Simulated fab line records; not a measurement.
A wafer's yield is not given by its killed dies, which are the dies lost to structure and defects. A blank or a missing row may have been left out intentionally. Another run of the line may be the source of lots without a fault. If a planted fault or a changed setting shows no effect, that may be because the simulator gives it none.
8D (eight disciplines) problem report, filled in by code + flow sky130 + the parts of the form that need people (team, actions taken, sign-off) are left out

1. WHAT IS WRONG
rf_fwd_power_W at SKY_METAL3_METAL_ETCH_18 reads a mean of 1041 W on 3 wafers of 2 lots; wafers without a fault read 897 W with a standard deviation of 3.1. Measured from the usual mean, that is +46 standard deviations.
The step: etches the open film in Cl2/BCl3, stops on SiO2, target depth 845 nm, time 183.1 s.
Seen first at day 40 10:11 on rie_metal-02, wafer L435.4. The record has a number at this step for 27 wafers belonging to 9 lots. Rule for "out", or "out of limits": more than 4 standard deviations from the usual mean. The rest of the wafers with a number are treated as sound.

2. WHAT IT IS AND WHAT IT IS NOT
| question                    | is                     | is not                                                                                                  |
|-----------------------------|------------------------|---------------------------------------------------------------------------------------------------------|
| which readings at this step | rf_fwd_power_W         | chamber_pressure_mTorr, drypump_motor_current_A, oes_product_au, throttle_valve_pct                     |
| which lots                  | L435, L436             | L429, L438, L444, L447, L448, L450, L452                                                                |
| which wafers of those lots  | L435.4, L436.4, L436.5 | L435.1, L435.5, L436.1                                                                                  |
| read on which tools         | rie_metal-02           | rie_metal-03, rie_metal-04                                                                              |
| when                        | from day 40 10:11      | up to then (5 sound wafers); but 19 sound wafers of L436, L438, L444, L447, L448, L450, L452 came after |

3. SUSPECTS, AND WHAT RULES EACH OUT
Counting: a tool at a process step up to the reading stays a suspect if it ran every lot that is out. Sound lots after the first of them don't rule it out here, since some wafers of a struck lot are sound.
- rie_metal-02 at SKY_METAL3_METAL_ETCH_18 (etches the open film in Cl2/BCl3, stops on SiO2, target depth 845 nm, time 183.1 s): kept. It ran every lot that is out, first L435 (day 40 10:11). On those wafers its own readings are out: rf_fwd_power_W.
- Within rie_metal-02 at SKY_METAL3_METAL_ETCH_18, the wafers that are out were processed in chamber 1 and their sound lot-mates in chamber 0.
The count leaves rie_metal-02 at SKY_METAL3_METAL_ETCH_18.

4. THE CAUSE (what the simulator had put in)
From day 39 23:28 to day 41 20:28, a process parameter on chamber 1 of rie_metal-02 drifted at SKY_METAL3_METAL_ETCH_18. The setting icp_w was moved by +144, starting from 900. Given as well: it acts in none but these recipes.
Counting left only this tool.

5. SEQUENCE OF EFFECTS, ordered by route
One row per reading whose mean, taken over the struck wafers that have a number, lies over 3 standard deviations from the usual. Scope: only readings with a usual standard deviation given in the record; hours: median across lots of the time from each lot's start at the first step in this table that gives one to its start at this step; sigmas: change in usual standard deviations.
| hours | step                     | reading                  | usual      | on struck wafers | change | sigmas |
|-------|--------------------------|--------------------------|------------|------------------|--------|--------|
| 0     | SKY_METAL3_METAL_ETCH_18 | rf_fwd_power_W           | 897 W      | 1041             | +144   | +46    |
| 0     | SKY_METAL3_STRIP_19      | oes_product_au           | 0.501 a.u. | 0.477            | -0.024 | -3.1   |
| 0     | SKY_METAL3_STRIP_19      | strip_time_to_endpoint_s | 6.52 s     | 5.94             | -0.58  | -4.1   |
The process steps in it:
- SKY_METAL3_METAL_ETCH_18: etches the open film in Cl2/BCl3, stops on SiO2, target depth 845 nm, time 183.1 s.
- SKY_METAL3_STRIP_19: strips in O2/N2.

6. HOW IT WOULD HAVE BEEN CAUGHT EARLIER
First out-of-limits reading in this record: day 40 10:11, which is 11 hours after fault onset at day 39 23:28.
